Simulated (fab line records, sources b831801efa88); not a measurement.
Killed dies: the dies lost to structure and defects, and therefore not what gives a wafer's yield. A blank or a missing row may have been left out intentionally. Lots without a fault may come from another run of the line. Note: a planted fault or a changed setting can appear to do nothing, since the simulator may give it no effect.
The tool behind it: which one?	flow sky130	37 wafers from 13 lots sampled at 3 of the route's 708 steps

## WHAT EACH GAUGE READ, for each wafer
SKY_CAP2M_OVL_MEAS_12. Usual: CAP2M_OVL 0.3 nm, standard deviation 1.1.
lot	measured	on	CAP2M_OVL (nm)	flag
L532	day 41 19:26	overlay-01	0.5 0.7 -1.0	
L531	day 41 22:43	overlay-01	1.6 1.8 0.3	
L534	day 42 09:11	overlay-02	-0.2 2.2 1.2	
L535	day 42 13:23	overlay-02	-0.6 -1.1 -0.7	
L536	day 42 16:58	overlay-01	3.1 1.8	
L537	day 43 06:47	overlay-01	0.7 0.7 0.1	
L539	day 43 13:07	overlay-01	-1.0 -0.3 0.9	
L546	day 45 09:34	overlay-02	0.3 0.5 -0.7	
L547	day 45 21:44	overlay-01	0.2 -1.0 -1.6	
L548	day 46 03:51	overlay-02	-2.3 -0.4 -0.5	
L550	day 46 14:37	overlay-02	-0.1 -0.2 -0.2	
L552	day 47 00:11	overlay-02	0.4 -0.6 -0.1	
L553	day 47 00:58	overlay-02	2.4 1.0	

## TOOL THAT RAN EACH LOT (tool first, then ch and the chambers of the sampled wafers, then the start)
lot	SKY_LI_CONTACT_CLEAN_17	SKY_VIA3_STRIP_16
L532	wet bench-01 ch 1, day 30 07:50	plasma asher-03 ch 0,1, day 40 18:04
L531	wet bench-02 ch 0, day 30 12:25	plasma asher-04 ch 0,1, day 40 21:38
L534	wet bench-02 ch 0, day 31 01:22	plasma asher-04 ch 0,1, day 41 08:37
L535	wet bench-03 ch 2, day 31 04:47	plasma asher-01 ch 0,1, day 41 12:44
L536	wet bench-01 ch 0, day 31 11:20	plasma asher-01 ch 1, day 41 16:26
L537	wet bench-02 ch 0, day 32 00:32	plasma asher-01 ch 1, day 42 06:11
L539	wet bench-01 ch 3, day 32 11:10	plasma asher-03 ch 0,1, day 42 12:31
L546	wet bench-03 ch 1, day 34 15:28	plasma asher-04 ch 0,1, day 44 10:31
L547	wet bench-02 ch 2, day 35 01:59	plasma asher-03 ch 0,1, day 44 21:29
L548	wet bench-02 ch 3, day 35 12:41	plasma asher-03 ch 1, day 45 04:28
L550	wet bench-03 ch 3, day 36 04:32	plasma asher-03 ch 0,1, day 45 16:14
L552	wet bench-02 ch 1, day 36 14:13	plasma asher-01 ch 0,1, day 46 01:19
L553	wet bench-01 ch 3, day 36 14:48	plasma asher-01 ch 0, day 46 02:02
- SKY_LI_CONTACT_CLEAN_17: cleans in NMP, time 600 s.
- SKY_VIA3_STRIP_16: strips in O2/N2.

## AS READ BY THE TOOLS THEMSELVES (means over the sampled wafers that have a number; for cases with no such wafer, the mark the record gives instead)
SKY_LI_CONTACT_CLEAN_17. Usual: temp c reads 59.99 C (standard deviation 0.12).
lot	tool	temp c (C)	flag
L532	wet bench-01	59.89	
L531	wet bench-02	59.99	
L534	wet bench-02	60.15	
L535	wet bench-03	59.90	
L536	wet bench-01	59.86	
L537	wet bench-02	60.03	
L539	wet bench-01	60.00	
L546	wet bench-03	59.91	
L547	wet bench-02	59.96	
L548	wet bench-02	59.94	
L550	wet bench-03	59.94	
L552	wet bench-02	59.98	
L553	wet bench-01	60.19	

SKY_VIA3_STRIP_16. Usual: chamber pressure mTorr 1500.1 mTorr, standard deviation 1.5; drypump motor current A 5.6 A, standard deviation 0.39; oes product au 0.402 a.u., standard deviation 0.0045; strip time to endpoint s 4.129 s, standard deviation 0.026.
lot	tool	chamber pressure mTorr (mTorr)	drypump motor current A (A)	oes product au (a.u.)	strip time to endpoint s (s)	flag
L532	plasma asher-03	1500.8	5.4	0.404	4.174	
L531	plasma asher-04	1500.6	5.5	0.403	4.153	
L534	plasma asher-04	1500.8	6.0	0.398	4.129	
L535	plasma asher-01	1501.2	5.6	0.406	4.186	
L536	plasma asher-01	1500.3	6.1	0.398	4.133	
L537	plasma asher-01	1498.3	6.1	0.403	4.110	
L539	plasma asher-03	1499.8	5.4	0.403	4.145	
L546	plasma asher-04	1499.8	5.9	0.398	4.133	
L547	plasma asher-03	1499.6	5.4	0.405	4.134	
L548	plasma asher-03	1500.0	5.5	0.400	4.139	
L550	plasma asher-03	1498.4	5.5	0.403	4.080	
L552	plasma asher-01	1500.7	5.6	0.405	4.122	
L553	plasma asher-01	1498.4	5.4	0.403	4.151	

## THE ANSWER, worked out from the rows above alone
Rule: a lot is off if the mean of its wafers that have a number lies more than 3 standard deviations from the usual mean. A lot without any number at a reading at which 4 lots or more have one is off too. All remaining lots with rows at the step are treated as sound. First the gauges in route order, then the tools' own readings, where a lot's mean is used as printed above. At the first step where some lot is off, the reading lying furthest off is the one used; lots without a number count as furthest.
None of the lots is off at any reading shown; this tells nothing.

## WHAT THE SIMULATOR HAD PUT IN
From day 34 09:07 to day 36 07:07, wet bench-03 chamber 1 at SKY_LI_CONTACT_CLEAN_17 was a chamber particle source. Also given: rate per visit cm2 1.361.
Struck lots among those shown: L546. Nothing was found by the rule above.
